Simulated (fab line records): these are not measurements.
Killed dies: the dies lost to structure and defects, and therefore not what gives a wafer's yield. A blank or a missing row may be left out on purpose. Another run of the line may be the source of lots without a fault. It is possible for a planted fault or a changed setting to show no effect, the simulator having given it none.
The same fault as seen by 2 desks :: flow sky130 :: what lay behind the numbers comes last; until then each desk has only its own

== TOOL OWNER'S DESK, cmp-01 ==
The tool's own readings at SKY_VIA3_CMP_24 (polishes, stops on SiO2, t overpolish 20 s, target thk 0 nm): means of the sampled wafers that have a number, for each lot that ran on this tool. The brackets show how far a lot's mean lies from the usual mean; more than 4 standard deviations puts the lot out of limits, marked OUT.
Columns: A = motor current A at SKY_VIA3_CMP_24, usual 11.2 A; B = overpolish run s at SKY_VIA3_CMP_24, usual 20.001 s; C = retaining ring pressure frac at SKY_VIA3_CMP_24, usual 0.999; D = time to endpoint s at SKY_VIA3_CMP_24, usual 95 s
lot: L955
first seen here: day 40 04:37
A: 11.3
B: 19.996
C: 0.998
D: 94

lot: L958
first seen here: day 40 22:39
A: 11.2
B: 19.993
C: 1.004
D: 96

lot: L968
first seen here: day 44 18:35
A: 11.1
B: 20.001
C: 0.996
D: 97

lot: L970
first seen here: day 45 00:06
A: 11.1
B: 19.993
C: 0.998
D: 96
This desk's finding: nothing out of limits on any of the 4 lots.

== THE METROLOGY DESK ==
Lot by lot, what the gauges showed, no matter which tool ran the lot: averages of those sampled wafers that carry a number. The brackets show how far a lot's mean lies from the usual mean; more than 4 standard deviations puts the lot out of limits, marked OUT. 7 of its 8 readings are shown, namely those furthest out on some lot.
Columns: A = cd nm at SKY_VIA3_CD_MEAS_12, usual 200.8 nm; B = VIA3_OVL at SKY_VIA3_OVL_MEAS_13, usual -4 nm; C = VIA3_W_RS at SKY_VIA3_RS_MEAS_22, usual 0.292 ohm/sq; D = VIA3_W_THK at SKY_VIA3_THK_MEAS_23, usual 396 nm; E = CAP2M_CVD_00_THK at SKY_CAP2M_THK_MEAS_01, usual 15.60 nm; F = CAP2M_TIN_RS at SKY_CAP2M_RS_MEAS_03, usual 6.88 ohm/sq; G = CAP2M_TIN_THK at SKY_CAP2M_THK_MEAS_04, usual 200.0 nm
lot: L955
first seen here: day 40 03:19
A: 199.5
B: 4
C: 0.287
D: 400
E: 15.82
F: 6.93
G: 197.9

lot: L956
first seen here: day 40 12:57
A: 200.1
B: -7
C: 0.295
D: 394
E: 15.83
F: 6.88
G: 200.9

lot: L958
first seen here: day 40 21:08
A: 200.0
B: -7
C: 0.291
D: 394
E: 15.43
F: 6.83
G: 201.6

lot: L968
first seen here: day 44 17:18
A: 201.2
B: -6
C: 0.289
D: 403
E: 15.48
F: 6.86
G: 200.1

lot: L970
first seen here: day 44 22:49
A: 203.4
B: -10
C: 0.290
D: 399
E: 15.72
F: 6.90
G: 199.5

lot: L972
first seen here: day 45 03:10
A: 200.9
B: -3
C: 0.288
D: 398
E: 15.60
F: 6.77
G: 203.7
This desk's finding: nothing out of limits on any of the 6 lots.

== PUT TOGETHER ==
The desk of the tool owner found nothing out of limits.
From the metrology desk's view, nothing was out of limits.

== WHAT THE SIMULATOR HAD INSERTED ==
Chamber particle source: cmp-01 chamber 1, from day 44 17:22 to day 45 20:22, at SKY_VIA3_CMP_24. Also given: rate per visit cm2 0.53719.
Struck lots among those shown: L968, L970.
